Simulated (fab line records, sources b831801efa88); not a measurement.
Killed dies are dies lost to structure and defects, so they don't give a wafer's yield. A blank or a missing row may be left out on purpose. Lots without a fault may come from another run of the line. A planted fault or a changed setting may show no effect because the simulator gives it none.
Which tool did it? | flow gf180mcu | 12 lots, 36 wafers sampled, at 1 step of a route of 602

WHAT THE GAUGES READ, wafer by wafer
GF_M4_OVL_MEAS_15. Usual: M4_OVL -2 nm, standard deviation 5.5.
lot  | measured     | on         | M4_OVL (nm) | flag
L111 | day 24 01:09 | overlay-01 | 9 2 8       |
L112 | day 24 10:54 | overlay-02 | -2 4 -3     |
L113 | day 24 18:42 | overlay-01 | -4 -3 -4    |
L114 | day 25 00:54 | overlay-02 | -2 -4 -6    |
L121 | day 27 11:06 | overlay-01 | 0 -4 -9     |
L122 | day 27 13:23 | overlay-02 | 5 4 -3      |
L125 | day 28 10:20 | overlay-02 | 1 1 4       |
L127 | day 29 04:09 | overlay-01 | 3 2 -3      |
L129 | day 29 16:14 | overlay-01 | 0 3 -6      |
L130 | day 29 22:44 | overlay-01 | 8 6 2       |
L131 | day 30 04:47 | overlay-02 | -3 5 -4     |
L132 | day 30 19:32 | overlay-01 | -10 -5 -9   |

WHICH TOOL RAN EACH LOT (tool, then ch and the chambers of the sampled wafers, then the start)
The record holds no process step before these readings.

WHAT THE TOOLS THEMSELVES READ (means of the sampled wafers that have a number; where no wafer has one, the mark that the record gives instead)
The record holds no such reading with a usual standard deviation.

THE ANSWER, worked out from the rows above alone
Rule: a lot is off if the mean of its wafers that have a number lies more than 3 standard deviations from the usual mean. A lot without any number at a reading at which 4 lots or more have one is off too. The other lots that the step has rows for count as sound. The gauges are gone through in route order, then the tools' own readings, and for those a lot's mean is taken as printed above. The first step at which some lot is off is used, and at that step the reading that is off furthest; a lot without a number counts as furthest.
No lot is off at any reading shown: from this, nothing can be told.

WHAT THE SIMULATOR HAD PUT IN
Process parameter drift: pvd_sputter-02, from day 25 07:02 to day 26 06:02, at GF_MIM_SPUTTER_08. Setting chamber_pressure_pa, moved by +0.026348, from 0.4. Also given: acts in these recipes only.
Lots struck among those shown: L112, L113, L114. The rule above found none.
